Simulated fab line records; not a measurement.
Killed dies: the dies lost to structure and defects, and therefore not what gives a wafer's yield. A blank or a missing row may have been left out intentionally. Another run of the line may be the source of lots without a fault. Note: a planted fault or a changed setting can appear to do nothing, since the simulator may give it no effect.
Comparing a struck lot with a sound one / flow sky130 / 15 out of 708 route steps
Sound: these wafers, L850.1, L850.2, L850.5. Wafers struck: L852.1, L852.4, L852.5. The cause is named last.
Order at every step that has rows: each side's tool, ch and its chambers, its first start. Under that, the readings that differ: sound wafers / struck wafers / difference of the means / sigmas: that difference in standard deviations of wafers without a fault.
alike: readings whose means differ by less than 2 such deviations, and words and numbers that are the same on both sides. not compared: withheld readings, readings that some wafer has no value for, bounds like >300 that may hide the same value, and numbers for which the record gives no deviation and whose values overlap.
The two part at a step that has a row with sigmas, a row that says differs or no value, or rows on one side only. Numbers that don't overlap but have no deviation are shown without sigmas and don't part them. A reading that every wafer of one side lacks parts them only if that side has two wafers or more.

first, 5 steps without rows for these wafers: SKY_SONOS_TUNNEL_COAT_02 (resist thk 1140 nm); SKY_SONOS_TUNNEL_SOFTBAKE_03 (time 60 s); SKY_SONOS_TUNNEL_EXPOSE_04 (exposes mask TUNM, target cd 410 nm); SKY_SONOS_TUNNEL_PEB_05; SKY_SONOS_TUNNEL_DEVELOP_06 (develop time 60 s).
SKY_SONOS_TUNNEL_CD_MEAS_07: target cd 410 nm.
  struck on cd_sem-01, day 15 00:22; sound on cd_sem-01, day 14 19:58
  alike: cd_nm
SKY_SONOS_TUNNEL_OVL_MEAS_08:
  struck on overlay-02, day 15 00:29; sound on overlay-02, day 14 20:05
  alike: SONOS_TUNNEL_OVL
then, 3 steps without rows for these wafers: SKY_SONOS_TUNNEL_IMPLANT_09; SKY_SONOS_TUNNEL_WET_ETCH_10 (etches SiO2 in dHF, target depth 14 nm, time 280 s); SKY_SONOS_TUNNEL_STRIP_11 (strips in SPM, time 600 s).
SKY_SONOS_TUNNEL_TW_MEAS_12:
  struck on film_metro-01, day 15 00:56; sound on film_metro-01, day 14 20:32
  alike: SONOS_TUNNEL_TW
then, 1 step without rows for these wafers: SKY_SONOS_TUNNEL_CLEAN_13 (cleans in dHF, time 20 s).
SKY_SONOS_ONO_OXIDATION_00: stabilise 600 s, purge 300 s, target thk 2.6 nm.
  sound on furnace-02 ch 0, day 14 22:25; struck on furnace-01 ch 0, day 15 02:05
reading=spike_tc_bottom_C (C); sound=813 813 813; struck=836 835 834; difference=+22; sigmas=+6
reading=spike_tc_centre_C (C); sound=801.1 803.7 802.6; struck=814.6 813.8 814.5; difference=+11.8; sigmas=+7
reading=spike_tc_lower_C (C); sound=799.6 801.0 800.7; struck=816.5 814.9 814.9; difference=+15.0; sigmas=+14
reading=spike_tc_top_C (C); sound=812 814 811; struck=835 833 832; difference=+21; sigmas=+6
reading=spike_tc_upper_C (C); sound=800.7 798.7 802.2; struck=815.3 813.9 814.3; difference=+14.0; sigmas=+13
reading=tube_center_temp_C (C); sound=800.06 799.9 799.93; struck=814.95 814.87 814.8; difference=+14.91; sigmas=+99 or more
reading=tube_center_temp_C_max; sound=802.0 801.8 801.9; struck=817.8 816.5 816.4; difference=+15.0; sigmas=+45
reading=model.SiO2_of_SONOS_ONO_OXIDATION_00.thk_nm (nm); sound=2.651 2.655 2.656; struck=3.149 3.136 3.179; difference=+0.501; sigmas=
SKY_SONOS_ONO_THK_MEAS_01:
  struck on film_metro-03, day 15 03:40; sound on film_metro-02, day 14 23:46
reading=SONOS_ONO_OXIDATION_THK (nm); sound=2.70 2.70 2.66; struck=3.18 3.14 3.21; difference=+0.49; sigmas=+9
  not compared: hold
-- a jump in the record: the struck wafers' starts before and after are 33 days apart (it breaks off in module SONOS_ONO and resumes in module PAD_OPEN, where the first step shown is number 708 of the route) --
SKY_PAD_OPEN_PROBE_99:
  struck on prober-01, day 48 14:16; sound on prober-02, day 48 11:38
reading=model.etest.sonos_erased.drive_ua_um; sound=195.6 195.2 206; struck=84.76 91.18 74.49; difference=-115.46; sigmas=
reading=model.etest.sonos_uncharged.r_on_ohm_um; sound=815 813.9 816.3; struck=849.4 841.9 832.8; difference=+26.3; sigmas=
reading=model.etest.sonos_erased.vt_v (V); sound=-2.274 -2.287 -2.238; struck=-1.318 -1.356 -1.128; difference=+0.999; sigmas=
reading=model.etest.cap_ono.gate_log10_a_cm2; sound=-7.908 -7.813 -7.907; struck=-8.812 -8.885 -9.104; difference=-1.058; sigmas=
reading=model.etest.cap_ono.gate_bv_v (V); sound=16.21 16.38 16.68; struck=16.75 17.43 17.3; difference=+0.74; sigmas=
reading=model.etest.cap_ono.tox_acc_nm (nm); sound=12.86 12.76 12.93; struck=13.62 13.56 13.74; difference=+0.79; sigmas=
reading=model.etest.sonos_programmed.vt_v (V); sound=1.477 1.568 1.459; struck=1.166 1.131 1.077; difference=-0.377; sigmas=
reading=model.etest.sonos_baked.vt_less_v (V); sound=-0.5238 -0.5272 -0.4666; struck=-0.2541 -0.2946 -0.3181; difference=+0.2169; sigmas=
  alike: killed_at_M0_to_M3, killed_at_M4_up, killed_at_contacts, killed_at_front_end, killed_at_other, killed_dies, killed_open, killed_short

WHERE THEY PART
First at SKY_SONOS_ONO_OXIDATION_00; last, within this record, at SKY_SONOS_ONO_THK_MEAS_01. Later steps at which nothing parts them and some readings are alike: SKY_PAD_OPEN_PROBE_99.

WHY: the cause the simulator had injected
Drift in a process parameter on furnace-01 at SKY_SONOS_ONO_OXIDATION_00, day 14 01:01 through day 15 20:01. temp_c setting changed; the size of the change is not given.
